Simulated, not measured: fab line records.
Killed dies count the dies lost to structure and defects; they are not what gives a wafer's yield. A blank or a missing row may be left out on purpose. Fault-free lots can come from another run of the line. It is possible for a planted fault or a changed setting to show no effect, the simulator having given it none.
The same fault as seen by 2 desks / flow sky130 / what lay behind the numbers comes last; until then each desk has only its own

## FOR THE TOOL OWNER'S DESK: implanter-02
For each lot that ran on this tool, the mean over its sampled wafers that have a number, from the tool's own readings at SKY_LDD_HVP_IMPLANT_08. If a lot's mean is further than 4 standard deviations from the usual mean, the lot is out of limits and carries the mark OUT (the distance appears in the brackets).
Columns: A = tiltDeg at SKY_LDD_HVP_IMPLANT_08, usual 17.901 degrees
lot=L903; first seen here=day 24 17:38; A=17.879
lot=L905; first seen here=day 25 18:16; A=-0.010 (-99 or more) OUT
lot=L906; first seen here=day 25 19:56; A=0.029 (-99 or more) OUT
lot=L907; first seen here=day 26 05:13; A=0.004 (-99 or more) OUT
Finding of this desk: L905, L906, L907 out of limits; the first was L905 at day 25 18:16, on tiltDeg at SKY_LDD_HVP_IMPLANT_08. Within limits: L903.

## FROM THE METROLOGY DESK
What the gauges read for every lot (on any tool): the sampled wafers with a number, averaged. If a lot's mean is further than 4 standard deviations from the usual mean, the lot is out of limits and carries the mark OUT (the distance appears in the brackets).
Columns: A = LDD_HVN_OVL at SKY_LDD_HVN_OVL_MEAS_07, usual -1.2 nm; B = LDD_HVP_TW at SKY_LDD_HVP_TW_MEAS_10, usual 455
lot=L896; first seen here=day 20 15:59; A=-1.0; B=457
lot=L897; first seen here=day 21 06:28; A=-1.6; B=460
lot=L903; first seen here=day 23 12:14; A=0.3; B=447
lot=L905; first seen here=day 24 12:33; A=0.5; B=402 (-8.9) OUT
lot=L906; first seen here=day 24 14:58; A=-1.5; B=414 (-7.0) OUT
lot=L907; first seen here=day 25 00:11; A=0.0; B=411 (-7.4) OUT
lot=L909; first seen here=day 25 17:14; A=-3.6; B=461
lot=L912; first seen here=day 26 14:05; A=0.0; B=462
lot=L913; first seen here=day 27 00:56; A=-2.6; B=460
lot=L915; first seen here=day 27 11:43; A=-1.3; B=460
lot=L916; first seen here=day 27 16:27; A=-1.1; B=448
lot=L918; first seen here=day 28 09:35; A=-2.2; B=455
This desk's finding: out of limits on L905, L906, L907; first on L905, day 25 18:29 (LDD_HVP_TW at SKY_LDD_HVP_TW_MEAS_10). Within limits: L896, L897, L903, L909, L912, L913, L915, L916, L918.

## ALL TOGETHER
At day 25 18:16, on L905, L906, L907, the tool owner's desk was in a position to raise an alarm.
On L905, L906, L907, the metrology desk was in a position to raise an alarm at day 25 18:29.
SKY_LDD_HVP_IMPLANT_08 was run on implanter-02 by each of the lots named.

## WHAT WAS PUT IN BY THE SIMULATOR
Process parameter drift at SKY_LDD_HVP_IMPLANT_08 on implanter-02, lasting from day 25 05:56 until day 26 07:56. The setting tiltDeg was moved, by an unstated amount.
Struck lots among those shown: L905, L906, L907.
Hours from the fault's start to each desk's first reading out of limits: the tool owner's desk, 12; the metrology desk, 13.
